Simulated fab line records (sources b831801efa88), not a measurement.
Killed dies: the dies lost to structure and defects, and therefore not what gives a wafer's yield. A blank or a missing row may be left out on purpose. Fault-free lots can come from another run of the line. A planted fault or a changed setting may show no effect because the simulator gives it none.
fab line records	flow gf180mcu	part 1 of 2: steps 1 to 28 of 37
record: lots: 5	wafers: 15	last-day: 34
route steps=602 shown M5@535 V5@540 TOP_METAL@567
lots untouched by any fault: they come from a run of this same line in which no faults occurred
start-h: hours from the record's first day to the start of the lot's first wafer shown	wait-h: hours elapsed since this lot's preceding step	" same as the row above	L1.1+2: a row that stands for several wafers	- no value present, or no start provided	* or withheld: withheld	< > ~ a bound
route shown NAME@n: names a module that has steps shown in the file, with the first one's number in the route	usual: mean/standard deviation taken from wafers without a fault	same: alike in all rows	chamber/n: place in a boat	sites: each site's reading	_std_site: their standard deviation	_edge_site: outer sites' mean less inner sites'	radius-mm: for every site, how far away it sits from the centre of the wafer	mask NAME#n: copy n	behind: tool/chamber where the wafer was last shaped	hold: the reason the lot was held/the length of the hold in hours/how it ended	device: the n, p or np transistor that did not switch	end of line: tests of these same wafers at the route's end	for a step that has no rows: nothing shown but its recipe	killed: dies that structure and defects cost at the first sort, which is not the same as the wafer's yield	map: dies across one wafer; x = killed, . = not, _ = none there
set.NAME: the run value of the setting; set.NAME@STEP: its run value at that earlier step	model.NAME: the simulator's own value behind a step, which no gauge read
certain route steps with their lots: each step a table, each wafer a row
services: a tool's chamber out of use, with start hour (start-h, from the record's first day; less than 0 if before it), hours out, and reason
== steps ==
step: GF_M5_ETCH_09
recipe: chemistry: CF4/O2	target: Si3N4	target-depth-nm: 52	source-w: 800	bias-w: 150	pressure-mtorr: 150	cf4-flow-sccm: 80	O2_flow_sccm: 10	time-s: 11.6
usual: O2_flow_sccm: 10.00/0.03	drypump-motor-current-A: 5.6/0.39	oes-product-au: 1.000/0.0073	throttle-valve-pct: 5.971/0.0093
lot.wafer	tool	chamber	start-h	wait-h	O2_flow_sccm	drypump-motor-current-A	oes-product-au	rf-hours-counter-h	throttle-valve-pct
L080.1	rie-diel-04	3	664.54	0.0	10.00	5.7	0.993	1	5.982
L080.2	"	2	"	"	10.00	6.0	1.002	12	5.974
L080.3	"	1	"	"	9.96	6.2	0.998	26	5.968
L082.1	rie-diel-03	1	682.26	0.0	9.96	5.0	0.995	9	5.968
L082.4	"	3	"	"	9.97	5.1	1.002	-	5.975
L082.6	"	2	"	"	9.99	5.6	1.002	-	5.967
L084.3	rie-diel-02	3	698.94	0.0	9.99	5.9	1.000	12	5.966
L084.4	"	1	"	"	10.04	5.3	0.995	10	5.974
L084.5	"	0	"	"	10.01	5.4	0.992	-	5.969
L094.2	rie-diel-04	3	755.84	0.0	10.05	5.7	1.011	5	5.984
L094.4	"	2	"	"	10.02	6.0	1.003	16	5.970
L094.6	"	1	"	"	10.01	6.2	0.988	-	5.974
L096.2	rie-diel-02	0	771.59	0.0	10.00	5.4	0.989	13	5.965
L096.3	"	1	"	"	9.99	5.3	0.995	14	5.963
L096.4	"	2	"	"	9.98	5.9	0.983	13	5.957
step: GF_M5_METAL_ETCH_10
recipe: chemistry: Cl2/BCl3	mask-material: KrF	target-depth-nm: 750.8	stop-on: SiO2	pressure-mtorr: 8	icp-w: 800	bias-w: 140	Cl2_flow_sccm: 80	bcl3-flow-sccm: 40	time-s: 125.1
usual: drypump-motor-current-A: 5.7/0.46	oes-product-au: 0.990/0.0057	throttle-valve-pct: 28.229/0.0097
lot.wafer	tool	chamber	start-h	wait-h	drypump-motor-current-A	oes-product-au	rf-hours-counter-h	throttle-valve-pct
L080.1	rie-metal-01	0	664.56	0.0	6.1	0.994	11	28.214
L080.2	"	1	"	"	5.3	0.991	9	28.233
L080.3	"	1	"	"	5.3	1.002	-	28.235
L082.1	rie-metal-03	0	682.29	0.0	6.5	0.993	9	28.216
L082.4	"	0	"	"	6.5	0.985	-	28.225
L082.6	"	1	"	"	5.2	0.990	-	28.220
L084.3	rie-metal-04	1	699.01	0.1	5.5	0.996	-	28.222
L084.4	"	0	"	"	5.7	0.980	-	28.231
L084.5	"	0	"	"	5.7	0.993	-	28.242
L094.2	rie-metal-01	0	755.86	0.0	6.1	0.983	15	28.224
L094.4	"	0	"	"	6.1	0.982	-	28.230
L094.6	"	1	"	"	5.2	0.988	-	28.227
L096.2	rie-metal-03	0	771.61	0.0	6.5	0.989	13	28.234
L096.3	"	1	"	"	5.1	0.999	-	28.219
L096.4	"	0	"	"	6.5	0.977	-	28.231
step: GF_M5_STRIP_11
recipe: chemistry: O2/N2	power-w: 1400	pressure-mtorr: 1500	platen-temp-c: 250	o2-flow-sccm: 3000	n2-flow-sccm: 300	overash-fraction: 0.5
usual: drypump-motor-current-A: 5.6/0.39	heater-power-w: 328/55	o2-flow-sccm: 3000/8.2	oes-product-au: 0.524/0.0052	strip-time-to-endpoint-s: 7.04/0.042
same: overash-fraction: 0.5
lot.wafer	tool	chamber	start-h	wait-h	drypump-motor-current-A	heater-power-w	o2-flow-sccm	oes-product-au	rf-hours-counter-h	strip-time-to-endpoint-s
L080.1	plasma-asher-01	1	664.69	0.1	5.8	416	3006	0.532	53	7.02
L080.2	"	0	"	"	4.9	281	2990	0.517	53	7.01
L080.3	"	1	"	"	5.8	418	2999	0.523	-	7.01
L082.1	plasma-asher-01	0	682.41	0.1	4.9	287	2999	0.516	55	7.00
L082.4	"	1	"	"	5.8	420	2995	0.523	-	7.02
L082.6	"	0	"	"	4.9	283	3014	0.520	-	6.98
L084.3	plasma-asher-03	1	699.13	0.1	6.0	274	2999	0.519	-	7.07
L084.4	"	0	"	"	5.7	323	3004	0.529	-	7.08
L084.5	"	0	"	"	5.7	332	3006	0.521	-	7.05
L094.2	plasma-asher-03	0	755.99	0.1	5.7	326	2988	0.525	36	7.06
L094.4	"	0	"	"	5.7	328	3004	0.518	-	7.05
L094.6	"	1	"	"	5.9	283	3014	0.517	-	7.06
L096.2	plasma-asher-04	0	771.74	0.1	5.6	349	3009	0.527	103	7.09
L096.3	"	1	"	"	6.1	275	3003	0.515	-	7.01
L096.4	"	0	"	"	5.6	337	2982	0.525	-	7.05
step: GF_M5_STRIP_12
recipe: chemistry: post-etch-residue-remover	time-s: 1200	temp-c: 72.5
usual: bath-guard-temp-C: 72.8/0.51
lot.wafer	tool	chamber	start-h	wait-h	bath-guard-temp-C
L080.1	wet-bench-03	3	664.79	0.1	73.3
L080.2	"	3	"	"	73.6
L080.3	"	3	"	"	73.5
L082.1	wet-bench-03	0	682.51	0.1	71.9
L082.4	"	0	"	"	71.9
L082.6	"	0	"	"	71.9
L084.3	wet-bench-04	0	699.19	0.0	72.9
L084.4	"	0	"	"	73.2
L084.5	"	0	"	"	72.9
L094.2	wet-bench-01	3	756.09	0.1	73.0
L094.4	"	3	"	"	72.8
L094.6	"	3	"	"	72.5
L096.2	wet-bench-04	0	771.84	0.1	73.0
L096.3	"	0	"	"	72.8
L096.4	"	0	"	"	73.1
step: GF_M5_CLEAN_13
recipe: chemistry: DIW	dry: n2-spin
lot.wafer	tool	chamber	start-h	wait-h
L080.1+2+3	wet-bench-01	0	665.17	0.0
L082.1+4+6	wet-bench-01	3	682.89	0.0
L084.3+4+5	wet-bench-03	0	699.53	0.0
L094.2+4+6	wet-bench-04	1	756.78	0.0
L096.2+3+4	wet-bench-01	1	772.18	0.0
step: GF_V5_CVD_00
recipe: material: SiO2	target-thk-nm: 300	sigma-open-frac: 0.3	temp-c: 400	time-s: 50	sih4-flow-sccm: 60	pressure-mtorr: 6
lot.wafer	tool	chamber	start-h	wait-h
L080.1+2+3	hdpcvd-01	1,0,2	665.26	0.0
L082.1+4+6	hdpcvd-01	2,2,1	682.98	0.0
L084.3+4+5	hdpcvd-02	1,2,0	699.63	0.0
L094.2+4+6	hdpcvd-02	0,1,2	756.96	0.0
L096.2+3+4	hdpcvd-02	2,1,2	772.37	0.0
step: GF_V5_THK_MEAS_01
recipe: reads: SiO2_of_V5_CVD_00
usual: V5_CVD_00_THK: 299.2/2.2
lot.wafer	tool	chamber	start-h	wait-h	V5_CVD_00_THK[nm]
L080.1	film-metro-01	-	665.30	0.0	297.4
L080.2	"	-	"	"	298.8
L080.3	"	-	"	"	296.7
L082.1	film-metro-04	-	683.02	0.0	300.6
L082.4	"	-	"	"	299.0
L082.6	"	-	"	"	299.9
L084.3	film-metro-01	-	699.69	0.0	295.5
L084.4	"	-	"	"	296.7
L084.5	"	-	"	"	297.3
L094.2	film-metro-01	-	757.01	0.0	299.9
L094.4	"	-	"	"	300.8
L094.6	"	-	"	"	297.0
L096.2	film-metro-01	-	772.44	0.1	299.9
L096.3	"	-	"	"	295.1
L096.4	"	-	"	"	299.9
step: GF_V5_CVD_02
recipe: material: SiO2	target-thk-nm: 1450	precursor: TEOS	temp-c: 400	time-s: 163.28	rf-w: 600
usual: heater-power-w: 685/78
lot.wafer	tool	chamber	start-h	wait-h	heater-power-w
L080.1	pecvd-03	2	665.36	0.1	701
L080.2	"	1	"	"	667
L080.3	"	0	"	"	656
L082.1	pecvd-02	1	683.08	0.1	756
L082.4	"	2	"	"	770
L082.6	"	1	"	"	634
L084.3	pecvd-03	2	699.73	0.0	636
L084.4	"	2	"	"	721
L084.5	"	0	"	"	616
L094.2	pecvd-03	1	757.06	0.0	756
L094.4	"	2	"	"	597
L094.6	"	0	"	"	780
L096.2	pecvd-02	2	772.49	0.0	729
L096.3	"	0	"	"	739
L096.4	"	0	"	"	617
step: GF_V5_THK_MEAS_03
recipe: reads: SiO2_of_V5_CVD_02
usual: V5_CVD_02_THK: 1453/18
lot.wafer	tool	chamber	start-h	wait-h	V5_CVD_02_THK[nm]
L080.1	film-metro-04	-	665.47	0.1	1410
L080.2	"	-	"	"	1400
L080.3	"	-	"	"	1436
L082.1	film-metro-03	-	683.19	0.1	1461
L082.4	"	-	"	"	1459
L082.6	"	-	"	"	1487
L084.3	film-metro-03	-	699.86	0.1	1454
L084.4	"	-	"	"	1477
L084.5	"	-	"	"	1473
L094.2	film-metro-03	-	757.18	0.1	1432
L094.4	"	-	"	"	1447
L094.6	"	-	"	"	1467
L096.2	film-metro-01	-	772.61	0.1	1427
L096.3	"	-	"	"	1445
L096.4	"	-	"	"	1454
step: GF_V5_CMP_04
recipe: material: SiO2	down-force-psi: 4	platen-rpm: 60	pad-velocity-m-s: 0.94248
usual: motor-current-A: 12.8/1.4
lot.wafer	tool	chamber	start-h	wait-h	motor-current-A
L080.3	cmp-01	0	665.53	0.0	12.3
L080.2	"	1	"	"	10.7
L080.1	"	2	"	"	11.7
L082.4	cmp-02	1	683.30	0.1	11.0
L082.1	"	3	"	"	14.9
L082.6	"	1	"	"	11.0
L084.4	cmp-02	0	700.19	0.3	13.1
L084.3	"	1	"	"	10.9
L084.5	"	0	"	"	13.7
L094.4	cmp-02	2	757.44	0.2	12.9
L094.2	"	3	"	"	15.1
L094.6	"	0	"	"	13.0
L096.4	cmp-02	2	772.71	0.1	13.1
L096.2	"	3	"	"	14.6
L096.3	"	0	"	"	13.5
step: GF_V5_BOW_MEAS_05
recipe: mode: bow
usual: V5_BOW: 135/11
lot.wafer	tool	chamber	start-h	wait-h	V5_BOW[um]
L080.1	film-metro-04	-	665.83	0.1	151
L080.2	"	-	"	"	128
L080.3	"	-	"	"	139
L082.1	film-metro-04	-	683.55	0.1	151
L082.4	"	-	"	"	141
L082.6	"	-	"	"	156
L084.3	film-metro-01	-	700.53	0.2	149
L084.4	"	-	"	"	143
L084.5	"	-	"	"	157
L094.2	film-metro-04	-	757.66	0.1	123
L094.4	"	-	"	"	137
L094.6	"	-	"	"	136
L096.2	film-metro-04	-	772.98	0.2	146
L096.3	"	-	"	"	137
L096.4	"	-	"	"	143
step: GF_V5_DEHYDRATE_06
recipe: temp-c: 200	time-s: 60
lot.wafer	tool	chamber	start-h	wait-h
L080.1+2+3	litho-track-03	0	674.53	8.7
L082.1+4+6	litho-track-01	0	692.74	9.2
L084.3+4+5	litho-track-01	0	709.79	9.2
L094.2+4+6	litho-track-01	0	765.51	7.8
L096.2+3+4	litho-track-02	0	780.46	7.5
step: GF_V5_HMDS_07
recipe: prime-time-s: 60	prime-temp-c: 120
lot.wafer	tool	chamber	start-h	wait-h
L080.1+2+3	litho-track-03	0	674.68	0.1
L082.1+4+6	litho-track-01	0	692.89	0.1
L084.3+4+5	litho-track-01	0	709.94	0.1
L094.2+4+6	litho-track-01	0	765.66	0.1
L096.2+3+4	litho-track-02	0	780.61	0.1
step: GF_V5_COAT_08
recipe: resist: BARC	temp-c: withheld	time-s: withheld	spin-rpm: withheld	resist-thk-nm: withheld
lot.wafer	tool	chamber	start-h	wait-h
L080.1+2+3	litho-track-03	0	674.83	0.1
L082.1+4+6	litho-track-01	0	693.04	0.1
L084.3+4+5	litho-track-01	0	710.09	0.1
L094.2+4+6	litho-track-01	0	765.81	0.1
L096.2+3+4	litho-track-02	0	780.76	0.1
step: GF_V5_COAT_09
recipe: resist: KrF	spin-rpm: withheld	resist-thk-nm: 1000
lot.wafer	tool	chamber	start-h	wait-h
L080.1+2+3	litho-track-03	0	-	-
L082.1+4+6	litho-track-01	0	-	-
L084.3+4+5	litho-track-01	0	-	-
L094.2+4+6	litho-track-01	0	-	-
L096.2+3+4	litho-track-02	0	-	-
step: GF_V5_SOFTBAKE_10
recipe: temp-c: 130	time-s: 60	resist: KrF
lot.wafer	tool	chamber	start-h	wait-h
L080.1+2+3	litho-track-03	0	-	-
L082.1+4+6	litho-track-01	0	-	-
L084.3+4+5	litho-track-01	0	-	-
L094.2+4+6	litho-track-01	0	-	-
L096.2+3+4	litho-track-02	0	-	-
step: GF_V5_EXPOSE_11
recipe: mask-id: Via5	target-cd-nm: 260	na: 0.68	source-shape: conventional	sigma-outer: 0.6	dose-mj: 38
lot.wafer	tool	chamber	start-h	wait-h	mask
L080.1+2+3	krf-scanner-01	0	-	-	Via5#0
L082.1+4+6	krf-scanner-02	0	-	-	Via5#0
L084.3+4+5	krf-scanner-02	0	-	-	Via5#0
L094.2+4+6	krf-scanner-02	0	-	-	Via5#0
L096.2+3+4	krf-scanner-01	0	-	-	Via5#0
step: GF_V5_PEB_12
recipe: peb-temp-c: 135	peb-time-s: 90	resist: KrF
lot.wafer	tool	chamber	start-h	wait-h
L080.1+2+3	litho-track-01	0	-	-
L082.1+4+6	litho-track-01	0	-	-
L084.3+4+5	litho-track-02	0	-	-
L094.2+4+6	litho-track-01	0	-	-
L096.2+3+4	litho-track-03	0	-	-
step: GF_V5_DEVELOP_13
recipe: develop-time-s: 60	resist: KrF	dev-temp-c: 21
lot.wafer	tool	chamber	start-h	wait-h
L080.1+2+3	litho-track-01	0	684.74	0.2
L082.1+4+6	litho-track-01	0	702.79	0.2
L084.3+4+5	litho-track-02	0	718.93	0.1
L094.2+4+6	litho-track-01	0	774.51	0.2
L096.2+3+4	litho-track-03	0	788.40	0.2
step: GF_V5_CD_MEAS_14
recipe: target-cd-nm: 260
usual: cd-nm: 260.0/1.3
lot.wafer	tool	chamber	start-h	wait-h	cd-nm
L080.1	cd-sem-01	-	684.89	0.1	260.3
L080.2	"	-	"	"	260.5
L080.3	"	-	"	"	259.8
L082.1	cd-sem-01	-	702.94	0.1	257.8
L082.4	"	-	"	"	257.2
L082.6	"	-	"	"	258.6
L084.3	cd-sem-01	-	719.07	0.1	258.7
L084.4	"	-	"	"	259.6
L084.5	"	-	"	"	259.4
L094.2	cd-sem-01	-	774.66	0.1	258.3
L094.4	"	-	"	"	258.3
L094.6	"	-	"	"	259.2
L096.2	cd-sem-02	-	788.55	0.1	260.5
L096.3	"	-	"	"	260.9
L096.4	"	-	"	"	260.8
step: GF_V5_OVL_MEAS_15
usual: V5_OVL: 4/4.6
lot.wafer	tool	chamber	start-h	wait-h	V5_OVL[nm]
L080.1	overlay-02	-	685.01	0.1	-1
L080.2	"	-	"	"	4
L080.3	"	-	"	"	6
L082.1	overlay-01	-	703.06	0.1	7
L082.4	"	-	"	"	5
L082.6	"	-	"	"	0
L084.3	overlay-02	-	719.17	0.1	5
L084.4	"	-	"	"	7
L084.5	"	-	"	"	5
L094.2	overlay-01	-	774.76	0.1	-3
L094.4	"	-	"	"	3
L094.6	"	-	"	"	7
L096.2	overlay-02	-	788.65	0.1	4
L096.3	"	-	"	"	4
L096.4	"	-	"	"	6
step: GF_V5_ETCH_16
recipe: chemistry: N2/H2	target-depth-a: withheld	overetch-a: withheld	time-s: withheld	target: BARC	ion-energy-ev: 200	source-w: 500	bias-w: 100	pressure-mtorr: 30	n2-flow-sccm: 100	h2-flow-sccm: 200
usual: drypump-motor-current-A: 5.7/0.35	oes-product-au: 0.854/0.0045	throttle-valve-pct: 13.225/0.0092
lot.wafer	tool	chamber	start-h	wait-h	drypump-motor-current-A	oes-product-au	throttle-valve-pct
L080.1	rie-diel-01	0	685.04	0.0	6.0	0.850	13.242
L080.2	"	1	"	"	6.0	0.854	13.212
L080.3	"	3	"	"	5.8	0.852	13.235
L082.1	rie-diel-04	3	703.09	0.0	5.7	0.852	13.229
L082.4	"	2	"	"	6.0	0.857	13.230
L082.6	"	0	"	"	6.0	0.859	13.238
L084.3	rie-diel-04	2	719.19	0.0	6.0	0.851	13.210
L084.4	"	1	"	"	6.2	0.850	13.230
L084.5	"	3	"	"	5.7	0.858	13.223
L094.2	rie-diel-01	3	774.79	0.0	5.8	0.858	13.235
L094.4	"	2	"	"	5.7	0.866	13.233
L094.6	"	3	"	"	5.8	0.858	13.231
L096.2	rie-diel-03	2	788.68	0.0	5.6	0.855	13.230
L096.3	"	3	"	"	5.1	0.850	13.232
L096.4	"	0	"	"	5.3	0.854	13.242
step: GF_V5_ETCH_17
recipe: chemistry: C4F8/O2/Ar	mask-material: KrF	target: SiO2	stop-on: TiN	source-w: 1500	bias-w: 1200	pressure-mtorr: 40	c4f8-flow-sccm: withheld	O2_flow_sccm: 6	Ar_flow_sccm: 300	time-s: withheld	target-depth-a: 8550
usual: oes-product-au: 0.859/0.0041
lot.wafer	tool	chamber	start-h	wait-h	oes-product-au
L080.1	rie-diel-01	0	-	-	0.856
L080.2	"	1	"	"	0.856
L080.3	"	3	"	"	0.858
L082.1	rie-diel-04	3	-	-	0.865
L082.4	"	2	"	"	0.863
L082.6	"	0	"	"	0.858
L084.3	rie-diel-04	2	-	-	0.861
L084.4	"	1	"	"	0.852
L084.5	"	3	"	"	0.863
L094.2	rie-diel-01	3	-	-	0.859
L094.4	"	2	"	"	0.855
L094.6	"	3	"	"	0.862
L096.2	rie-diel-03	2	-	-	0.854
L096.3	"	3	"	"	0.860
L096.4	"	0	"	"	0.858
step: GF_V5_STRIP_18
recipe: chemistry: O2/N2	power-w: 1400	pressure-mtorr: 1500	platen-temp-c: 250	o2-flow-sccm: 3000	n2-flow-sccm: 300	overash-fraction: 0.5
usual: drypump-motor-current-A: 5.9/0.53	heater-power-w: 350/54	o2-flow-sccm: 3002/7.3	oes-product-au: 0.568/0.0047
same: overash-fraction: 0.5
lot.wafer	tool	chamber	start-h	wait-h	drypump-motor-current-A	heater-power-w	o2-flow-sccm	oes-product-au	rf-hours-counter-h
L080.1	plasma-asher-04	0	685.19	-	5.6	338	3013	0.563	95
L080.2	"	1	"	"	6.1	268	3006	0.563	95
L080.3	"	0	"	"	5.6	336	3006	0.565	-
L082.1	plasma-asher-02	0	703.24	-	6.0	355	2984	0.570	110
L082.4	"	0	"	"	6.0	349	2999	0.570	-
L082.6	"	0	"	"	6.0	353	2995	0.563	-
L084.3	plasma-asher-02	0	719.38	-	6.0	338	3000	0.571	-
L084.4	"	1	"	"	6.6	400	2996	0.571	-
L084.5	"	0	"	"	6.1	348	3008	0.568	-
L094.2	plasma-asher-04	0	774.94	-	5.5	340	3003	0.568	103
L094.4	"	0	"	"	5.5	343	3004	0.557	-
L094.6	"	0	"	"	5.5	343	3004	0.572	-
L096.2	plasma-asher-02	0	788.83	-	6.0	354	3000	0.572	5
L096.3	"	0	"	"	6.0	365	2997	0.566	-
L096.4	"	1	"	"	6.7	406	3012	0.558	-
step: GF_V5_STRIP_19
recipe: chemistry: post-etch-residue-remover	time-s: 1200	temp-c: 72.5
usual: bath-guard-temp-C: 72.8/0.61
lot.wafer	tool	chamber	start-h	wait-h	bath-guard-temp-C
L080.1	wet-bench-04	3	685.29	0.1	72.8
L080.2	"	3	"	"	72.6
L080.3	"	3	"	"	72.5
L082.1	wet-bench-03	1	703.34	0.1	72.5
L082.4	"	1	"	"	72.6
L082.6	"	1	"	"	72.6
L084.3	wet-bench-03	1	719.44	0.0	72.3
L084.4	"	1	"	"	72.6
L084.5	"	1	"	"	72.3
L094.2	wet-bench-04	0	775.04	0.1	73.1
L094.4	"	0	"	"	73.0
L094.6	"	0	"	"	72.8
L096.2	wet-bench-04	0	788.93	0.1	73.2
L096.3	"	0	"	"	73.0
L096.4	"	0	"	"	73.1
step: GF_V5_CLEAN_20
recipe: chemistry: DIW	dry: n2-spin
lot.wafer	tool	chamber	start-h	wait-h
L080.1+2+3	wet-bench-03	3	685.64	0.0
L082.1+4+6	wet-bench-04	1	703.69	0.0
L084.3+4+5	wet-bench-02	3	720.13	0.0
L094.2+4+6	wet-bench-02	2	775.39	0.0
L096.2+3+4	wet-bench-03	2	789.28	0.0
step: GF_V5_SPUTTER_21
recipe: material: Ti	target-thk-nm: 15	chamber-pressure-pa: 5	power-w: 2500	substrate-temp-c: 200	time-s: 80.02
usual: throttle-valve-pct: 30.6/0.98
lot.wafer	tool	chamber	start-h	wait-h	throttle-valve-pct
L080.1	pvd-sputter-01	-	685.74	0.0	31.0
L080.2	"	-	"	"	30.6
L080.3	"	-	"	"	29.7
L082.1	pvd-sputter-01	-	703.78	0.0	29.5
L082.4	"	-	"	"	31.0
L082.6	"	-	"	"	30.7
L084.3	pvd-sputter-03	-	720.23	0.0	30.1
L084.4	"	-	"	"	32.3
L084.5	"	-	"	"	32.5
L094.2	pvd-sputter-03	-	775.48	0.0	30.1
L094.4	"	-	"	"	31.3
L094.6	"	-	"	"	30.0
L096.2	pvd-sputter-04	-	789.38	0.0	32.1
L096.3	"	-	"	"	28.7
L096.4	"	-	"	"	30.9
step: GF_V5_SPUTTER_22
recipe: material: TiN	target-thk-nm: 10	chamber-pressure-pa: 5	power-w: 4000	time-s: 40
usual: throttle-valve-pct: 30.6/0.95
lot.wafer	tool	chamber	start-h	wait-h	throttle-valve-pct
L080.1	pvd-sputter-01	-	685.80	0.0	30.8
L080.2	"	-	"	"	30.7
L080.3	"	-	"	"	29.7
L082.1	pvd-sputter-01	-	703.84	0.0	29.8
L082.4	"	-	"	"	31.0
L082.6	"	-	"	"	30.5
L084.3	pvd-sputter-03	-	720.29	0.0	29.9
L084.4	"	-	"	"	32.2
L084.5	"	-	"	"	32.0
L094.2	pvd-sputter-03	-	775.54	0.0	29.7
L094.4	"	-	"	"	31.2
L094.6	"	-	"	"	29.9
L096.2	pvd-sputter-04	-	789.44	0.0	32.2
L096.3	"	-	"	"	28.9
L096.4	"	-	"	"	30.9
